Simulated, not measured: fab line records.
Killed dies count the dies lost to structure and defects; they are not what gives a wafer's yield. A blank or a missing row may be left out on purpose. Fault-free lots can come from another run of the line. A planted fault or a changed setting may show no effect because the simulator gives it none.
Comparing a struck lot with a sound one + flow sky130 + 22 steps out of a route of 708
Sound: these wafers, L707.1, L707.2, L707.5. Struck: wafers L698.2, L698.4, L698.6. The cause comes at the end.
Each step with rows lists, per side, the tool, then ch with its chambers, then its first start. Under that, the readings that differ: sound wafers + struck wafers + difference of the means + sigmas: that difference in standard deviations of wafers without a fault.
alike: readings with means less than 2 such deviations apart, plus words and numbers identical on both sides. not compared: withheld readings, readings lacking a value on some wafer, bounds such as >300 that could conceal the same value, and numbers that have no deviation in the record and whose values overlap.
A row with sigmas, a row that says differs or no value, or rows on one side alone: a step with any of these is where the two part. Numbers that don't overlap but have no deviation are shown without sigmas and don't part them. A reading that every wafer of one side lacks parts them only if that side has two wafers or more.

SKY_METAL2_ETCH_18: etches BARC in N2/H2, stops on SiO2, time 45.9 s, target depth 60 nm.
  sound on rieMetal-03 ch 0,1, day 41 03:50; struck on rieMetal-04 ch 0,1, day 38 10:35
  alike: drypumpMotorCurrentA, oesProductAu, throttleValvePct
  not compared: rfHoursCounterH
SKY_METAL2_METAL_ETCH_19: etches the open film in Cl2/BCl3, stops on SiO2, target depth 360 nm, time 78 s.
  sound on rieMetal-03 ch 0,1, day 41 03:53; struck on rieMetal-04 ch 0,1, day 38 10:38
  alike: drypumpMotorCurrentA, oesProductAu, throttleValvePct
  not compared: rfHoursCounterH
SKY_METAL2_STRIP_20: strips in O2/N2.
  sound on plasmaAsher-03 ch 0,1, day 41 03:59; struck on plasmaAsher-03 ch 0,1, day 38 10:44
  alike: drypumpMotorCurrentA, oesProductAu, stripTimeToEndpointS
  not compared: rfHoursCounterH
then, 4 steps without rows for these wafers: SKY_METAL2_STRIP_21 (strips in post etch residue remover, time 1200 s); SKY_METAL2_CLEAN_22 (cleans in IPA, time 180 s); SKY_METAL2_CLEAN_23 (cleans in O3/DIW); SKY_VIA2_HDPCVD_00 (deposits SiO2, target thk 1180 nm, time 196.7 s).
SKY_VIA2_THK_MEAS_01:
  struck on filmMetro-04, day 38 11:28; sound on filmMetro-02, day 41 04:42
  alike: VIA2_HDPCVD_THK
SKY_VIA2_CMP_02: polishes SiO2.
  sound on cmp-02 ch 1,2,3, day 41 04:49; struck on cmp-02 ch 0,1,2, day 38 11:43
  alike: motorCurrentA, platenRpm, retainingRingPressureFrac
SKY_VIA2_BOW_MEAS_03:
  struck on filmMetro-04, day 38 11:56; sound on filmMetro-04, day 41 05:04
| reading       | sound    | struck    | difference | sigmas |
|---------------|----------|-----------|------------|--------|
| VIA2_BOW (um) | 75 85 92 | 104 98 94 | +15        | +2     |
then, 2 steps without rows for these wafers: SKY_VIA2_DEHYDRATE_04 (time 60 s); SKY_VIA2_HMDS_05 (prime time 60 s).
SKY_VIA2_COAT_06: resist thk 60 nm.
  sound on lithoTrack-02 ch 0, day 41 17:05; struck on lithoTrack-01 ch 0, day 39 00:20
| reading                   | sound                | struck               | difference | sigmas      |
|---------------------------|----------------------|----------------------|------------|-------------|
| dispensePressureKPa (kPa) | 44 44 44             | 57 57 57             | +13        | +2          |
| spinSpeedRpm (rpm)        | 3001.8 3000.0 2999.2 | 2665.2 2663.4 2664.5 | -336.0     | -99 or more |
then, 5 steps without rows for these wafers: SKY_VIA2_COAT_07 (resist thk 450 nm); SKY_VIA2_SOFTBAKE_08 (time 90 s); SKY_VIA2_EXPOSE_09 (exposes mask VIM2, target cd 200 nm); SKY_VIA2_PEB_10; SKY_VIA2_DEVELOP_11 (develop time 60 s).
SKY_VIA2_CD_MEAS_12 targets a cd of 200 nm.
  struck on cdSem-02, day 39 12:55; sound on cdSem-02, day 42 05:05
  alike: cdNm
SKY_VIA2_OVL_MEAS_13:
  struck on overlay-02, day 39 13:02; sound on overlay-02, day 42 05:13
  alike: VIA2_OVL
SKY_VIA2_ETCH_14: etches BARC in N2/H2, stops on SiO2, time 45.9 s, target depth 60 nm.
  sound on rieDiel-03 ch 2,3, day 42 05:15; struck on rieDiel-01 ch 0,2,3, day 39 13:04
| reading                 | sound             | struck            | difference | sigmas |
|-------------------------|-------------------|-------------------|------------|--------|
| oesProductAu (a.u.)     | 0.855 0.854 0.853 | 0.886 0.881 0.891 | +0.032     | +7     |
| model.etch.depthNm (nm) | 60.08 60 59.84    | 64.01 63.95 63.93 | +3.99      |        |
  alike: drypumpMotorCurrentA, throttleValvePct
  not compared: rfHoursCounterH
SKY_VIA2_ETCH_15: etches SiO2 in C4F8/O2/Ar, stops on TiN, target depth 546 nm, time 84 s.
  sound on rieDiel-03 ch 2,3, day 42 05:17; struck on rieDiel-01 ch 0,2,3, day 39 13:06
  alike: oesProductAu
  not compared: rfHoursCounterH

## WHERE THEY PART
First at SKY_VIA2_BOW_MEAS_03; last, within this record, at SKY_VIA2_ETCH_14. Later steps at which nothing parts them and some readings are alike: SKY_VIA2_ETCH_15.

WHY: the cause the simulator had injected
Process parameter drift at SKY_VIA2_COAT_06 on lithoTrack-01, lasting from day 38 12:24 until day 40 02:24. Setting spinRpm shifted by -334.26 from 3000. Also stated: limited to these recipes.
